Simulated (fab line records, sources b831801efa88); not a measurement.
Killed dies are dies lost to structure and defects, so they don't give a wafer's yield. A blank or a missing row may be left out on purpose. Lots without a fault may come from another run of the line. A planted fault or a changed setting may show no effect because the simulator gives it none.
One fault seen from 2 desks | flow gf180mcu | each desk has only its own numbers; what lay behind them comes last

THE METROLOGY DESK
What the gauges read, lot by lot, whatever tool the lot ran on: means of the sampled wafers that have a number. A lot is out of limits, marked OUT, if its mean lies more than 4 standard deviations from the usual mean; the brackets give that distance.
Columns: A = TOP_METAL_OVL at GF_TOP_METAL_OVL_MEAS_15, usual -1.2 nm; B = PASSIVATION_CVD_02_THK at GF_PASSIVATION_THK_MEAS_03, usual 702 nm
lot  | first seen here | A    | B
L134 | day 28 08:59    | -2.2 | 700
L135 | day 28 10:30    | 0.4  | 702
L138 | day 29 08:36    | -2.8 | 700
L139 | day 29 15:24    | -1.4 | 705
L140 | day 30 03:00    | -0.4 | 696
L142 | day 30 21:42    | -1.3 | 706
L149 | day 32 14:49    | -2.6 | 703
L150 | day 32 16:20    | 1.0  | 836 (+14) OUT
L152 | day 33 05:33    | -3.4 | 853 (+16) OUT
L154 | day 33 12:21    | -0.5 | 705
L156 | day 33 22:30    | 2.0  | 708
L157 | day 34 15:48    | -2.8 | 708
This desk's finding: out of limits on L150, L152; first on L150, day 32 17:32 (PASSIVATION_CVD_02_THK at GF_PASSIVATION_THK_MEAS_03). In limits: L134, L135, L138, L139, L140, L142, L149, L154, L156, L157.

THE TOOL OWNER'S DESK: pecvd-03
The tool's own readings at GF_PASSIVATION_CVD_02 (deposits Si3N4, target thk 700 nm, time 486.18 s): means of the sampled wafers that have a number, for each lot that ran on this tool. A lot is out of limits, marked OUT, if its mean lies more than 4 standard deviations from the usual mean; the brackets give that distance.
Columns: A = heater_power_w at GF_PASSIVATION_CVD_02, usual 737 W
lot  | first seen here | A
L138 | day 29 09:43    | 711
L139 | day 29 16:28    | 857
L140 | day 30 03:53    | 665
L142 | day 30 23:00    | 723
L149 | day 32 15:42    | 750
L150 | day 32 17:16    | 732
L152 | day 33 06:26    | 797
This desk's finding: nothing out of limits on any of the 7 lots.

PUT TOGETHER
The metrology desk could have raised an alarm at day 32 17:32, on L150, L152.
The tool owner's desk saw nothing out of limits.
The tool owner's desk has L150, L152 on record, within its limits.
Of the lots named, all ran GF_PASSIVATION_CVD_02 on pecvd-03.

WHAT THE SIMULATOR HAD PUT IN
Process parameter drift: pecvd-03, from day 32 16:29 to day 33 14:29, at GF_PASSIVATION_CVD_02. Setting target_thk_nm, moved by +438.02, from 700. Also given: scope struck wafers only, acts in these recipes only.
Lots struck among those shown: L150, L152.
Hours from the fault's start to each desk's first reading out of limits: the metrology desk, 1.
